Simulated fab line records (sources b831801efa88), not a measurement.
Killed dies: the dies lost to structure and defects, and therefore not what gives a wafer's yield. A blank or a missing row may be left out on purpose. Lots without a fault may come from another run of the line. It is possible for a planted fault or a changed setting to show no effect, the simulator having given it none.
A struck lot beside a sound one / flow sky130 / 19 steps out of a route of 708
Sound: these wafers, L418.2, L418.5, L418.6. Struck: wafer L429.4. (L429.2, L429.3 of the same lot were not struck and are left out.) The cause comes at the end.
At each step with rows: each side's tool, then ch and its chambers, then its first start. Under that, the readings that differ: sound wafers / struck wafers / difference of the means / sigmas: that difference in standard deviations of wafers without a fault.
alike: same words and numbers on both sides, and readings whose means sit less than 2 such deviations apart. not compared: any withheld reading, any reading some wafer has no value for, any bound like >300 that may hide the same value, and any number with overlapping values for which the record gives no deviation.
The two part at a step that has a row with sigmas, a row that says differs or no value, or rows on one side only. When numbers do not overlap yet have no deviation, they are printed without sigmas and do not part them. A reading missing from all wafers of one side parts the sides only when that side holds two or more wafers.

SKY_METAL4_STRIP_19: strips in O2/N2.
  sound on plasmaAsher-01 ch 0,1, day 43 17:18; struck on plasmaAsher-04 ch 0, day 45 15:08
  alike: drypumpMotorCurrentA, oesProductAu, stripTimeToEndpointS
  not compared: rfHoursCounterH
then, 4 steps without rows for these wafers: SKY_METAL4_STRIP_20 (strips in post etch residue remover, time 1200 s); SKY_METAL4_CLEAN_21 (cleans in IPA, time 180 s); SKY_METAL4_CLEAN_22 (cleans in O3/DIW); SKY_VIA4_HDPCVD_00 (deposits SiO2, target thk 1750 nm, time 291.7 s).
SKY_VIA4_THK_MEAS_01:
  sound: filmMetro-01 at day 43 18:05; struck: filmMetro-01 at day 45 16:04
reading=VIA4_HDPCVD_THK (nm); sound=1654 1665 1719; struck=1788; difference=+109; sigmas=+4
SKY_VIA4_CMP_02: polishes SiO2.
  sound on cmp-01 ch 0,1, day 43 18:11; struck on cmp-01 ch 0, day 45 16:58
  alike: motorCurrentA
SKY_VIA4_BOW_MEAS_03:
  sound: filmMetro-02 at day 43 18:27; struck: filmMetro-02 at day 45 17:17
  alike: VIA4_BOW
then, 4 steps without rows for these wafers: SKY_VIA4_DEHYDRATE_04 (time 60 s); SKY_VIA4_HMDS_05 (prime time 60 s); SKY_VIA4_COAT_06 (resist thk 1140 nm); SKY_VIA4_SOFTBAKE_07 (time 60 s).
SKY_VIA4_EXPOSE_08: exposes mask VIM4, target cd 800 nm.
  sound on ilineStepper-01 ch 0, day 44 06:17; struck on ilineStepper-01 ch 0, day 46 03:46
  alike: mask, exposureDoseMJCm2
then, 2 steps without rows for these wafers: SKY_VIA4_PEB_09; SKY_VIA4_DEVELOP_10 (develop time 60 s).
SKY_VIA4_OVL_MEAS_11:
  sound: overlay-02 at day 44 16:10; struck: overlay-02 at day 46 12:46
  alike: VIA4_OVL
SKY_VIA4_ETCH_12: etches SiO2 in C4F8/O2/Ar, stops on TiN, target depth 580 nm.
  sound on rieDiel-02 ch 0,1,3, day 44 16:11; struck on rieDiel-04 ch 2, day 46 12:47
reading=model.VIA4.cdNm (nm); sound=800.9 800.3 800.9; struck=810.1; difference=+9.4; sigmas=
  alike: oesProductAu
SKY_VIA4_STRIP_13: strips in O2/N2.
  sound on plasmaAsher-04 ch 0,1, day 44 16:16; struck on plasmaAsher-04 ch 1, day 46 12:52
  alike: drypumpMotorCurrentA, oesProductAu, stripTimeToEndpointS
  not compared: rfHoursCounterH
-- the record jumps here: 3 days lie between the struck wafers' starts before and after (it left off in module VIA4 and takes up again in module PAD_OPEN, whose first step shown is number 708 of the route) --
SKY_PAD_OPEN_PROBE_99:
  sound: prober-02 at day 47 11:56; struck: prober-02 at day 49 03:50
reading=defectLimitedYield (%); sound=85.0 80.3 79.5; struck=86.8; difference=+5.2; sigmas=+3
reading=killed_at_M0_to_M3; sound=25 45 45; struck=23; difference=-15; sigmas=-3
reading=killedDies; sound=74 97 101; struck=65; difference=-26; sigmas=-3
reading=killedOpen; sound=41 56 53; struck=33; difference=-17; sigmas=-2
reading=sort_bin_5_function (%); sound=10.2 11.6 13.2; struck=7.5; difference=-4.2; sigmas=-3
reading=sortNPass; sound=418 395 391; struck=427; difference=+26; sigmas=+3
reading=sortYieldPct (%); sound=85.0 80.3 79.5; struck=86.8; difference=+5.2; sigmas=+3
  alike: killed_at_M4_up, killedAtContacts, killedAtFrontEnd, killedAtOther, killedShort, sort_bin_3_pad_short, sort_bin_6_memory

WHERE THEY PART
First at SKY_VIA4_THK_MEAS_01; last, within this record, at SKY_PAD_OPEN_PROBE_99.

WHY: what had been put in by the simulator
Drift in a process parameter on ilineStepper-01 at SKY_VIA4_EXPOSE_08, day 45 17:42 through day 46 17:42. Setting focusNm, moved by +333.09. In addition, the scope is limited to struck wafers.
